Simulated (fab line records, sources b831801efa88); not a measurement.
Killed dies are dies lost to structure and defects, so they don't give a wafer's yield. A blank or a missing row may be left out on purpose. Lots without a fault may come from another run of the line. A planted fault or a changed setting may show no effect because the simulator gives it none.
Chamber matching | flow sky130 | SKY_CAP2M_CVD_00 on pecvd-01: 3 sister chambers
The step deposits SiO2, target thk 15.5 nm. 18 wafers are shown with their chamber, then 9 later ones without.

WAFERS WITH THEIR CHAMBER
wafer  | chamber | heater_power_w (W)
L075.1 | 1       | 766
L075.5 | 1       | 770
L075.6 | 2       | 731
L077.2 | 2       | 804
L077.4 | 1       | 740
L077.5 | 2       | 807
L081.1 | 1       | 790
L081.4 | 2       | 695
L081.5 | 0       | 853
L083.3 | 0       | 781
L083.4 | 2       | 757
L083.6 | 0       | 776
L085.2 | 0       | 741
L085.3 | 1       | 722
L085.4 | 2       | 777
L087.1 | 0       | 712
L087.3 | 1       | 764
L087.6 | 2       | 761

SIGNATURES (means of the wafers above)
reading        | chamber 0 | chamber 1 | chamber 2 | scatter within a chamber
heater_power_w | 772.60    | 758.67    | 761.71    | 39.7
Rule: a wafer's distance from a chamber is the root of the sum, over the readings, of the square of ((its reading less the chamber's mean) divided by the reading's scatter). The wafer belongs to the nearest chamber; if the next one is less than 2 further off, it can't be placed. The scatter: the root of (the sum of the squares of (reading less its chamber's mean) over the shown wafers, divided by (wafers less chambers)).

WAFERS WITHOUT THEIR CHAMBER
wafer  | heater_power_w (W)
L089.1 | 735
L089.2 | 776
L089.5 | 731
L091.1 | 786
L091.3 | 749
L091.6 | 795
L094.2 | 757
L094.5 | 781
L094.6 | 774

WHICH CHAMBER EACH WENT THROUGH
wafer  | from the rows above          | in truth
L089.1 | can't be placed: 1 or 2 or 0 | 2
L089.2 | can't be placed: 0 or 2 or 1 | 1
L089.5 | can't be placed: 1 or 2 or 0 | 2
L091.1 | can't be placed: 0 or 2 or 1 | 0
L091.3 | can't be placed: 1 or 2 or 0 | 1
L091.6 | can't be placed: 0 or 2 or 1 | 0
L094.2 | can't be placed: 1 or 2 or 0 | 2
L094.5 | can't be placed: 0 or 2 or 1 | 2
L094.6 | can't be placed: 0 or 2 or 1 | 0
Placed correctly: 0 of 9. Can't be placed from these rows: 9 (the true chamber is among the candidates in 9). Placed wrongly: 0.
